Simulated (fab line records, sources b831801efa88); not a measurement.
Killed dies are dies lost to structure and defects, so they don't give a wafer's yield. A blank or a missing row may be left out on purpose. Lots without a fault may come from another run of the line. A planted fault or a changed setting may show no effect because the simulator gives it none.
Problem report in the 8D (eight disciplines) form, filled by code | flow gf180mcu | the parts of the form that need people (team, actions taken, sign-off) are left out

1. THE PROBLEM
V4_W_RS at GF_V4_RS_MEAS_24 reads a mean of 0.343 ohm/sq on 6 wafers of 2 lots; wafers without a fault read 0.325 ohm/sq with a standard deviation of 0.0034. That is +5.4 standard deviations from the usual mean.
The step: measures by four-point-probe.
First seen on wafer L460.1, day 28 07:58, on film_metro-02. The record holds 33 wafers of 11 lots with a number at this step. Rule for "out", or "out of limits": more than 4 standard deviations from the usual mean. The other wafers with a number count as sound.

2. WHAT IT IS AND WHAT IT IS NOT
question                    | is                           | is not
which readings at this step | V4_W_RS                      | -
which lots                  | L460, L461                   | L449, L450, L451, L453, L455, L465, L467, L469, L472
which wafers of those lots  | all that have a number       | -
read on which gauges        | film_metro-01, film_metro-02 | film_metro-04
when                        | from day 28 07:58            | up to then (15 sound wafers); but 12 sound wafers of L465, L467, L469, L472 came after

3. SUSPECTS, AND WHAT RULES EACH OUT
Counting: a tool at a process step up to the reading stays a suspect if it ran every lot that is out and no sound lot after the first of them.
- the gauge at GF_V4_RS_MEAS_24: ruled out. The wafers that are out were read on 2 gauges (film_metro-01, film_metro-02).
- cvd_w-01 at GF_V4_CVD_23 (deposits W, target thk 350 nm, time 104.9 s): ruled out as a lasting fault. Sound lots L472 ran on it after its first lot that is out, L460 (day 28 07:51).
Left after counting: nothing in the record.

4. THE CAUSE (what the simulator had put in)
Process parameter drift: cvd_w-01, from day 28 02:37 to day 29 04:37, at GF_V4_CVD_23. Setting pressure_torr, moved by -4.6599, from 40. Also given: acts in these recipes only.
Counting ruled it out, wrongly: the rule takes a fault to strike every lot that its tool runs from its start on, and this one did not.

5. THE CHAIN OF EFFECTS, in route order
Each row: a reading whose mean over the struck wafers that have a number lies more than 3 standard deviations from the usual. Only readings for which the record gives a usual standard deviation are gone through. hours: the time from each lot's start at the first step in this table that gives one to its start at this step, as a median over the lots. sigmas: the change in usual standard deviations.
hours | step              | reading               | usual        | on struck wafers | change | sigmas
0     | GF_V4_CVD_23      | chamber_pressure_Torr | 40.01 Torr   | 35.32            | -4.69  | -64
0     | GF_V4_RS_MEAS_24  | V4_W_RS               | 0.325 ohm/sq | 0.343            | +0.018 | +5.4
3     | GF_V4_THK_MEAS_25 | V4_W_THK              | 362 nm       | 343              | -19    | -3.6
The process steps in it:
- GF_V4_CVD_23: deposits W, target thk 350 nm, time 104.9 s.

6. WHAT WOULD HAVE CAUGHT IT SOONER
In this record the first reading out of limits at a measuring or inspecting step was taken at day 28 07:58, 5 hours after the fault began at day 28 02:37.
The tool's own readings at GF_V4_CVD_23 were out on every struck wafer that the step has a row for (chamber_pressure_Torr): an alarm limit on them would have fired on the first of those.
